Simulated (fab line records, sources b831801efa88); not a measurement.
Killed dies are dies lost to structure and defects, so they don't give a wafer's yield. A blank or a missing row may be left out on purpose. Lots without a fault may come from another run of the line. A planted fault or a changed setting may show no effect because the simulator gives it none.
fab line records | flow sky130
record lots=6 wafers=18 last_day=50
route steps=708 shown PWDE@54 NWELL@56
lots that met no fault: from a run of the same line without faults
start_h: hours from the record's first day to the start of the lot's first wafer shown | wait_h: hours since the lot's step before | " the same as in the row above | L1.1+2: a row that stands for several wafers | - no value, or no start given | * or withheld: withheld | < > ~ a bound
route shown NAME@n: a module of which the file shows steps, and the number in the route of the first | usual: mean/standard deviation of fault-free wafers | same: alike in all rows | chamber/n: place in a boat | sites: the reading at each site | _std_site: their standard deviation | _edge_site: outer sites' mean less inner sites' | radius_mm: how far each site lies from the wafer's centre | mask NAME#n: copy n | behind: the tool/chamber that last shaped the wafer | hold: why the lot was held/for how many hours/how that ended | device: the transistor (n, p or np) that didn't switch | end of line: the same wafers' tests at the end of the route | a step without rows: its recipe alone | killed: dies lost to structure and defects at the first sort, not the wafer's yield | map: a wafer's dies, x killed, . not, _ none there
set.NAME: the setting as run; set.NAME@STEP: as run at that earlier step | model.NAME: the simulator's own value behind a step, which no gauge read
lots at some steps of the route; a table a step, a row a wafer
services: from which hour (start_h, from the record's first day; less than 0 if before it) a tool's chamber was out of use, for how many hours, and why
## steps
# step SKY_PWDE_STRIP_09
# recipe chemistry=O2/N2 power_w=1400 pressure_mtorr=1500 platen_temp_c=withheld o2_flow_sccm=3000 n2_flow_sccm=300 overash_fraction=0.5
# usual drypump_motor_current_A=6.0/0.47 oes_product_au=0.722/0.0048 strip_time_to_endpoint_s=36.94/0.11
# columns lot.wafer tool chamber start_h wait_h drypump_motor_current_A oes_product_au rf_hours_counter_h strip_time_to_endpoint_s
L456.2 plasma_asher-03 0 129.82 0.1 5.8 0.725 44 37.02
L456.3 " 1 " " 5.5 0.719 - 36.91
L456.5 " 1 " " 5.5 0.722 - 37.07
L457.2 plasma_asher-04 1 133.86 0.1 5.8 0.727 30 37.02
L457.4 " 0 " " 6.6 0.721 - 37.00
L457.5 " 1 " " 5.7 0.733 - 37.00
L459.1 plasma_asher-03 1 150.01 0.1 5.6 0.719 46 36.74
L459.3 " 1 " " 5.6 0.717 - 36.71
L459.4 " 0 " " 5.8 0.718 - 36.69
L460.1 plasma_asher-04 0 155.01 0.1 6.5 0.727 32 37.04
L460.3 " 1 " " 5.8 0.720 - 37.04
L460.5 " 0 " " 6.6 0.720 - 36.94
L461.3 plasma_asher-04 0 157.95 0.1 6.5 0.717 - 36.91
L461.4 " 1 " " 5.8 0.721 - 36.84
L461.6 " 0 " " 6.6 0.722 - 36.99
L466.1 plasma_asher-03 1 185.46 0.1 5.5 0.717 48 36.96
L466.2 " 0 " " 5.8 0.720 48 36.98
L466.3 " 0 " " 5.7 0.727 - 37.00
# step SKY_PWDE_TW_MEAS_10
# usual PWDE_TW=373.1/1.6
# columns lot.wafer tool chamber start_h wait_h PWDE_TW
L456.2 film_metro-03 - 129.93 0.1 371.2
L456.3 " - " " 371.0
L456.5 " - " " 373.8
L457.2 film_metro-02 - 133.97 0.1 374.0
L457.4 " - " " 372.3
L457.5 " - " " 373.4
L459.1 film_metro-03 - 150.11 0.1 370.1
L459.3 " - " " 374.0
L459.4 " - " " 370.4
L460.1 film_metro-03 - 155.11 0.1 372.9
L460.3 " - " " 373.7
L460.5 " - " " 371.9
L461.3 film_metro-03 - 158.04 0.1 373.6
L461.4 " - " " 374.0
L461.6 " - " " 373.0
L466.1 film_metro-04 - 185.56 0.1 375.7
L466.2 " - " " 372.2
L466.3 " - " " 374.6
# step SKY_NWELL_DEHYDRATE_03
# recipe temp_c=200 time_s=60
# step SKY_NWELL_HMDS_04
# recipe prime_time_s=60 prime_temp_c=120
# step SKY_NWELL_COAT_05
# recipe spin_rpm=2000 resist_thk_nm=3000
# step SKY_NWELL_SOFTBAKE_06
# recipe temp_c=110 time_s=withheld
# step SKY_NWELL_EXPOSE_07
# recipe mask_id=NWM na=0.6 source_shape=conventional sigma_outer=0.6 polarization=unpolarized target_cd_nm=840 dose_mj=255
# step SKY_NWELL_PEB_08
# recipe temp_c=115 time_s=withheld
# step SKY_NWELL_DEVELOP_09
# recipe wall_angle_deg=90 developer=TMAH develop_time_s=60 dev_temp_c=22.06
# step SKY_NWELL_OVL_MEAS_10
# usual NWELL_00_OVL=0.9/1.3
# columns lot.wafer tool chamber start_h wait_h NWELL_00_OVL[nm]
L456.2 overlay-02 - 148.92 - 1.5
L456.3 " - " " 1.6
L456.5 " - " " 3.2
L457.2 overlay-01 - 153.14 - 0.8
L457.4 " - " " 0.6
L457.5 " - " " -0.8
L459.1 overlay-02 - 169.51 - -1.1
L459.3 " - " " 0.5
L459.4 " - " " 1.6
L460.1 overlay-01 - 175.06 - 1.2
L460.3 " - " " 1.0
L460.5 " - " " 0.3
L461.3 overlay-01 - 178.38 - -0.3
L461.4 " - " " 1.1
L461.6 " - " " 0.7
L466.1 overlay-02 - 206.08 - -0.2
L466.2 " - " " 0.2
L466.3 " - " " 1.1
# step SKY_NWELL_IMPLANT_11
# recipe species=P energy_kev=400 dose_cm2=1.9e+13 tilt_deg=withheld
# step SKY_NWELL_IMPLANT_12
# recipe species=P energy_kev=120 dose_cm2=1.3e+12 tilt_deg=withheld
# step SKY_NWELL_IMPLANT_13
# recipe species=P energy_kev=50 dose_cm2=7e+11 tilt_deg=withheld
# usual beam_energy_keV=50.003/0.013 beam_on_s=9.99/0.22
# columns lot.wafer tool chamber start_h wait_h beam_energy_keV beam_on_s
L456.2 implanter-03 - 149.27 0.1 - -
L456.3 " - " " - -
L456.5 " - " " - -
L457.2 implanter-03 - 153.49 0.1 - -
L457.4 " - " " - -
L457.5 " - " " - -
L459.1 implanter-03 0 169.85 0.1 50.007 9.82
L459.3 " 0 " " 49.986 9.93
L459.4 " 0 " " 49.979 9.99
L460.1 implanter-01 0 175.40 0.1 49.995 9.93
L460.3 " 0 " " 49.991 10.26
L460.5 " 0 " " 50.001 9.97
L461.3 implanter-02 0 178.76 0.1 50.006 9.82
L461.4 " 0 " " 50.000 10.06
L461.6 " 0 " " 49.996 10.36
L466.1 implanter-02 0 206.42 0.1 49.984 9.89
L466.2 " 0 " " 49.984 9.95
L466.3 " 0 " " 50.032 9.99
# step SKY_NWELL_STRIP_14
# recipe chemistry=O2/N2 power_w=1400 pressure_mtorr=1500 platen_temp_c=withheld o2_flow_sccm=3000 n2_flow_sccm=300 overash_fraction=0.5
# usual drypump_motor_current_A=6.0/0.44 oes_product_au=0.723/0.0046 strip_time_to_endpoint_s=36.96/0.098
# columns lot.wafer tool chamber start_h wait_h drypump_motor_current_A oes_product_au rf_hours_counter_h strip_time_to_endpoint_s
L456.2 plasma_asher-04 0 149.40 0.1 6.5 0.721 31 36.97
L456.3 " 1 " " 5.8 0.714 - 36.98
L456.5 " 1 " " 5.8 0.719 - 37.00
L457.2 plasma_asher-04 0 153.62 0.1 6.5 0.719 32 37.09
L457.4 " 0 " " 6.5 0.726 - 37.11
L457.5 " 0 " " 6.5 0.722 - 37.06
L459.1 plasma_asher-04 1 170.00 0.1 5.8 0.719 34 37.00
L459.3 " 0 " " 6.6 0.721 - 37.10
L459.4 " 1 " " 5.8 0.730 - 37.09
L460.1 plasma_asher-04 1 175.55 0.1 5.8 0.725 34 37.02
L460.3 " 0 " " 6.5 0.719 - 37.11
L460.5 " 1 " " 5.7 0.721 - 36.96
L461.3 plasma_asher-04 1 178.89 0.1 5.8 0.728 - 36.95
L461.4 " 0 " " 6.6 0.725 - 36.90
L461.6 " 1 " " 5.8 0.722 - 36.88
L466.1 plasma_asher-03 0 206.57 0.1 5.8 0.724 51 37.03
L466.2 " 1 " " 5.5 0.732 51 37.00
L466.3 " 0 " " 5.8 0.719 - 36.97
# step SKY_NWELL_TW_MEAS_15
# usual NWELL_TW=1817/10
# columns lot.wafer tool chamber start_h wait_h NWELL_TW
L456.2 film_metro-03 - 149.51 0.1 1804
L456.3 " - " " 1802
L456.5 " - " " 1802
L457.2 film_metro-04 - 153.73 0.1 1812
L457.4 " - " " 1814
L457.5 " - " " 1808
L459.1 film_metro-04 - 170.10 0.1 1820
L459.3 " - " " 1816
L459.4 " - " " 1821
L460.1 film_metro-03 - 175.65 0.1 1819
L460.3 " - " " 1827
L460.5 " - " " 1827
L461.3 film_metro-04 - 178.98 0.1 1823
L461.4 " - " " 1823
L461.6 " - " " 1820
L466.1 film_metro-02 - 206.67 0.1 1812
L466.2 " - " " 1810
L466.3 " - " " 1810
# step SKY_NWELL_DEHYDRATE_16
# recipe temp_c=200 time_s=60
# step SKY_NWELL_HMDS_17
# recipe prime_time_s=60 prime_temp_c=120
# step SKY_NWELL_COAT_18
# recipe spin_rpm=2000 resist_thk_nm=3000
# step SKY_NWELL_SOFTBAKE_19
# recipe temp_c=110 time_s=withheld
# step SKY_NWELL_EXPOSE_20
# recipe mask_id=NWM_COMPLEMENT na=0.6 source_shape=conventional sigma_outer=0.6 polarization=unpolarized target_cd_nm=840 dose_mj=260
# step SKY_NWELL_PEB_21
# recipe temp_c=115 time_s=withheld
# step SKY_NWELL_DEVELOP_22
# recipe wall_angle_deg=90 developer=TMAH develop_time_s=60 dev_temp_c=23
# step SKY_NWELL_OVL_MEAS_23
# usual NWELL_01_OVL=-0.4/1.4
# columns lot.wafer tool chamber start_h wait_h NWELL_01_OVL[nm]
L456.2 overlay-02 - 168.22 - 0.0
L456.3 " - " " 0.3
L456.5 " - " " -0.1
L457.2 overlay-01 - 174.18 - -0.3
L457.4 " - " " -0.6
L457.5 " - " " 2.3
L459.1 overlay-01 - 191.02 - -1.4
L459.3 " - " " 0.3
L459.4 " - " " -1.9
L460.1 overlay-01 - 197.82 - -2.7
L460.3 " - " " -0.4
L460.5 " - " " -0.8
L461.3 overlay-01 - 199.78 - -2.2
L461.4 " - " " -2.0
L461.6 " - " " -2.3
L466.1 overlay-02 - 228.53 - -2.2
L466.2 " - " " -0.1
L466.3 " - " " -1.3
# step SKY_NWELL_IMPLANT_24
# recipe species=B energy_kev=140 dose_cm2=9.2e+12 tilt_deg=withheld
# step SKY_NWELL_STRIP_25
# recipe chemistry=O2/N2 power_w=1400 pressure_mtorr=1500 platen_temp_c=withheld o2_flow_sccm=3000 n2_flow_sccm=300 overash_fraction=0.5
# usual drypump_motor_current_A=5.8/0.39 oes_product_au=0.722/0.0046 strip_time_to_endpoint_s=36.95/0.088
# columns lot.wafer tool chamber start_h wait_h drypump_motor_current_A oes_product_au rf_hours_counter_h strip_time_to_endpoint_s
L456.2 plasma_asher-01 1 168.40 0.1 6.4 0.719 5 36.90
L456.3 " 1 " " 6.4 0.723 - 36.85
L456.5 " 1 " " 6.4 0.726 - 36.92
L457.2 plasma_asher-01 1 174.36 0.1 6.4 0.725 6 36.90
L457.4 " 1 " " 6.4 0.727 - 36.89
L457.5 " 1 " " 6.4 0.717 - 36.90
L459.1 plasma_asher-03 0 191.21 0.1 5.8 0.725 49 36.93
L459.3 " 1 " " 5.6 0.711 - 36.80
L459.4 " 0 " " 5.8 0.723 - 36.85
L460.1 plasma_asher-04 0 198.01 0.1 6.5 0.730 37 36.80
L460.3 " 0 " " 6.5 0.721 - 36.79
L460.5 " 0 " " 6.5 0.722 - 36.86
L461.3 plasma_asher-03 1 199.98 0.1 5.5 0.720 - 36.96
L461.4 " 0 " " 5.8 0.722 - 36.96
L461.6 " 1 " " 5.5 0.722 - 36.96
L466.1 plasma_asher-03 1 228.72 0.1 5.5 0.719 53 36.83
L466.2 " 0 " " 5.8 0.723 53 36.91
L466.3 " 1 " " 5.6 0.722 - 36.82
# step SKY_NWELL_TW_MEAS_26
# usual NWELL_2_TW=495.5/2.1
# columns lot.wafer tool chamber start_h wait_h NWELL_2_TW
L456.2 film_metro-04 - 168.51 0.1 493.2
L456.3 " - " " 495.5
L456.5 " - " " 495.3
L457.2 film_metro-02 - 174.47 0.1 494.0
L457.4 " - " " 496.0
L457.5 " - " " 493.3
L459.1 film_metro-04 - 191.31 0.1 497.7
L459.3 " - " " 498.5
L459.4 " - " " 497.9
L460.1 film_metro-02 - 198.11 0.1 493.6
L460.3 " - " " 494.7
L460.5 " - " " 492.5
L461.3 film_metro-04 - 200.07 0.1 498.1
L461.4 " - " " 497.2
L461.6 " - " " 496.9
L466.1 film_metro-04 - 228.82 0.1 495.3
L466.2 " - " " 494.5
L466.3 " - " " 496.5
# step SKY_NWELL_CLEAN_27
# recipe chemistry=SC1/SC2 mix=1:4:20 temp_c=70 time_s=150 dry=n2_spin
# step SKY_NWELL_RTA_28
# recipe temp_c=1050 time_s=30 idle_temp_c=650 ramp_up_c_per_s=150 ramp_down_c_per_s=90 ambient=N2
# usual lamp_power_pct=25.30/0.06 ramp_down_c_per_s=89.999/0.017 wafer_temp_C_max=1054.9/0.95
# same time_s=30
# columns lot.wafer tool chamber start_h wait_h lamp_power_pct ramp_down_c_per_s wafer_temp_C_max
L456.2 rtp_anneal-01 0 168.63 0.0 25.34 90.006 1054.6
L456.3 " 0 " " 25.37 89.992 1052.9
L456.5 " 0 " " 25.23 90.013 1056.8
L457.2 rtp_anneal-02 0 174.60 0.0 25.17 89.958 1056.7
L457.4 " 0 " " 25.28 89.978 1055.6
L457.5 " 0 " " 25.30 89.978 1054.8
L459.1 rtp_anneal-01 0 191.42 0.0 25.35 89.980 1057.1
L459.3 " 0 " " 25.36 90.000 1054.2
L459.4 " 0 " " 25.35 90.008 1055.3
L460.1 rtp_anneal-01 0 198.23 0.0 25.23 89.981 1054.6
L460.3 " 0 " " 25.22 90.017 1054.1
L460.5 " 0 " " 25.35 89.994 1056.1
L461.3 rtp_anneal-02 0 200.20 0.0 25.26 89.984 1055.8
L461.4 " 0 " " 25.34 89.990 1054.2
L461.6 " 0 " " 25.27 90.011 1054.7
L466.1 rtp_anneal-02 0 228.93 0.0 25.36 89.996 1055.5
L466.2 " 0 " " 25.36 90.019 1056.2
L466.3 " 0 " " 25.29 89.969 1054.7
# step SKY_NWELL_RS_MEAS_29
# recipe thk_meas_gauge=four-point-probe
# usual NWELL_RS=624.4/2
# columns lot.wafer tool chamber start_h wait_h NWELL_RS[ohm/sq]
L456.2 film_metro-04 - 168.73 0.1 648.8
L456.3 " - " " 649.2
L456.5 " - " " 647.9
L457.2 film_metro-04 - 174.79 0.2 651.4
L457.4 " - " " 648.9
L457.5 " - " " 650.4
L459.1 film_metro-04 - 191.52 0.1 623.1
L459.3 " - " " 621.8
L459.4 " - " " 622.2
L460.1 film_metro-04 - 198.33 0.1 622.0
L460.3 " - " " 619.7
L460.5 " - " " 619.8
L461.3 film_metro-03 - 200.31 0.1 624.0
L461.4 " - " " 624.6
L461.6 " - " " 625.8
L466.1 film_metro-03 - 229.13 0.2 623.8
L466.2 " - " " 626.3
L466.3 " - " " 625.3
## services
# columns tool chamber start_h hours kind
plasma_asher-01 - 108.75 9.0 pm
plasma_asher-01 0 108.75 9.0 vent_cycle
plasma_asher-01 1 108.75 9.0 vent_cycle
implanter-03 - 114.21 3.4 repair
plasma_asher-01 0 117.75 - clean
plasma_asher-01 1 117.75 - clean
implanter-01 - 121.65 3.4 repair
implanter-01 - 131.08 20.7 repair
implanter-03 - 140.38 3.2 repair
plasma_asher-01 - 141.60 0.9 repair
implanter-01 - 154.64 5.5 pm
plasma_asher-03 - 161.09 15.6 pm
implanter-03 - 173.75 3.5 pm
rtp_anneal-01 - 184.12 1.7 repair
## key
first_sign step=SKY_NWELL_IMPLANT_13 reading=tool_record direction=missing
effect step=SKY_NWELL_RS_MEAS_29 reading=NWELL_RS direction=up sigmas=12 usual=624.4 struck=649.4
met_at SKY_NWELL_IMPLANT_13
struck_wafers L456.2,L456.3,L456.5,L457.2,L457.4,L457.5
later_rows_left_out L456.2,L456.3,L456.5,L457.2,L457.4,L457.5
sort_left_out L456.2,L456.3,L456.5,L457.2,L457.4,L457.5
tester_left_out L456,L457
fault kind=skipped_step_whole tool=implanter-03 chamber=- onset_h=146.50 steps=SKY_NWELL_IMPLANT_13 scope=struck_lots_only
# tester_left_out: of these lots the tester's yield and bins aren't shown, on N5 and GAA mostly nor the transistor test; their killed dies are dies lost to structure and defects alone, not to doping, threshold or leakage, so they don't give the yield
# sort_left_out: the simulated sort isn't trusted on such a fault, so these wafers' sort isn't shown, and their yield isn't known
# later_rows_left_out: the simulator's readings of these wafers behind a module that went badly wrong aren't trusted and aren't shown, but for the sort
